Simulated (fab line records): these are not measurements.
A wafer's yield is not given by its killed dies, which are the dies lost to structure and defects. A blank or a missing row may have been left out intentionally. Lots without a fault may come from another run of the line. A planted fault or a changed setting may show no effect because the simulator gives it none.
Tool commonality check    flow sky130    Lots sampled 12, wafers sampled 36

THE REASON FOR OPENING IT
At SKY_LI_CONTACT_RS_MEAS_22 the reading LI_CONTACT_W_RS is flagged on 3 of 12 lots. No-fault wafers: 0.2841 ohm/sq, standard deviation 0.0022.
Rule: flag the lot when none of its wafers has a number, or when each of its wafers that has one lies beyond 4 standard deviations from that mean. All remaining lots are regarded as sound.

lot   measured      on             LI_CONTACT_W_RS (ohm/sq), wafer by wafer  flag
L770  day 29 05:25  film-metro-03  0.2828 0.2831 0.2860                      
L771  day 29 22:29  film-metro-02  0.2817 0.2858 0.2853                      
L774  day 30 23:59  film-metro-01  0.2805 0.2837 0.2828                      
L777  day 32 04:25  film-metro-02  0.2280 0.2292 0.2276                      FLAGGED
L779  day 32 15:19  film-metro-01  0.2268 0.2257 0.2271                      FLAGGED
L780  day 33 00:15  film-metro-01  0.2271 0.2271 0.2268                      FLAGGED
L784  day 34 03:45  film-metro-01  0.2851 0.2800 0.2823                      
L788  day 35 11:00  film-metro-02  0.2819 0.2822 0.2823                      
L789  day 35 14:09  film-metro-03  0.2844 0.2866 0.2815                      
L790  day 35 16:47  film-metro-01  0.2854 0.2847 0.2846                      
L791  day 36 12:10  film-metro-01  0.2876 0.2876 0.2864                      
L793  day 37 06:25  film-metro-01  0.2835 0.2810 0.2850                      
The numbers of the flagged lots are 0.2273 ohm/sq on average: -0.0568 ohm/sq against the usual, or -26 standard deviations.

WHICH TOOL EACH LOT WENT THROUGH
The record holds 1 process step before the reading, out of a route of 708 steps. Cell contents, in order: the tool; ch with the chambers the sampled wafers went through; the start.
lot   flag     SKY_LI_CONTACT_CVD_21
L770           cvd-w-01 ch 0,1, day 29 05:16
L771           cvd-w-01 ch 0, day 29 22:20
L774           cvd-w-02 ch 0,1, day 30 23:52
L777  FLAGGED  cvd-w-01 ch 0,1, day 32 04:16
L779  FLAGGED  cvd-w-01 ch 0,1, day 32 15:12
L780  FLAGGED  cvd-w-01 ch 0,1, day 33 00:08
L784           cvd-w-02 ch 0,1, day 34 03:38
L788           cvd-w-02 ch 0, day 35 10:52
L789           cvd-w-01 ch 0,1, day 35 14:01
L790           cvd-w-01 ch 0,1, day 35 16:38
L791           cvd-w-01 ch 0,1, day 36 12:01
L793           cvd-w-02 ch 1, day 37 06:17
What the steps here do:
- SKY_LI_CONTACT_CVD_21: deposits W, target thk 400 nm, time 120.56 s.
- SKY_LI_CONTACT_RS_MEAS_22: measures by four-point-probe.

FLAGGED OVER TOTAL, TOOL BY TOOL (the gauges that took the reading come last)
step                       tool           lots run  flagged  share of the flagged lots  sound lots run after its first flagged lot
SKY_LI_CONTACT_CVD_21      cvd-w-01       8         3        all                        3 (L789,L790,L791)
SKY_LI_CONTACT_CVD_21      cvd-w-02       4         0        none                       -
SKY_LI_CONTACT_RS_MEAS_22  film-metro-01  7         2        some                       4 (L784,L790,L791,L793)
SKY_LI_CONTACT_RS_MEAS_22  film-metro-02  3         1        some                       1 (L788)
SKY_LI_CONTACT_RS_MEAS_22  film-metro-03  2         0        none                       -

THE TABLE: WHAT IT ALLOWS
All flagged lots share 1 row of the table, namely cvd-w-01 at SKY_LI_CONTACT_CVD_21.
- cvd-w-01 at SKY_LI_CONTACT_CVD_21 ran 8 lots, 3 of them flagged. Sound lots ran on it after the first flagged one (L789, L790, L791), which a lasting fault on the whole tool wouldn't allow.
Every row of the table either missed a flagged lot or ran a sound lot after the first.

WHAT THE SIMULATOR PUT IN
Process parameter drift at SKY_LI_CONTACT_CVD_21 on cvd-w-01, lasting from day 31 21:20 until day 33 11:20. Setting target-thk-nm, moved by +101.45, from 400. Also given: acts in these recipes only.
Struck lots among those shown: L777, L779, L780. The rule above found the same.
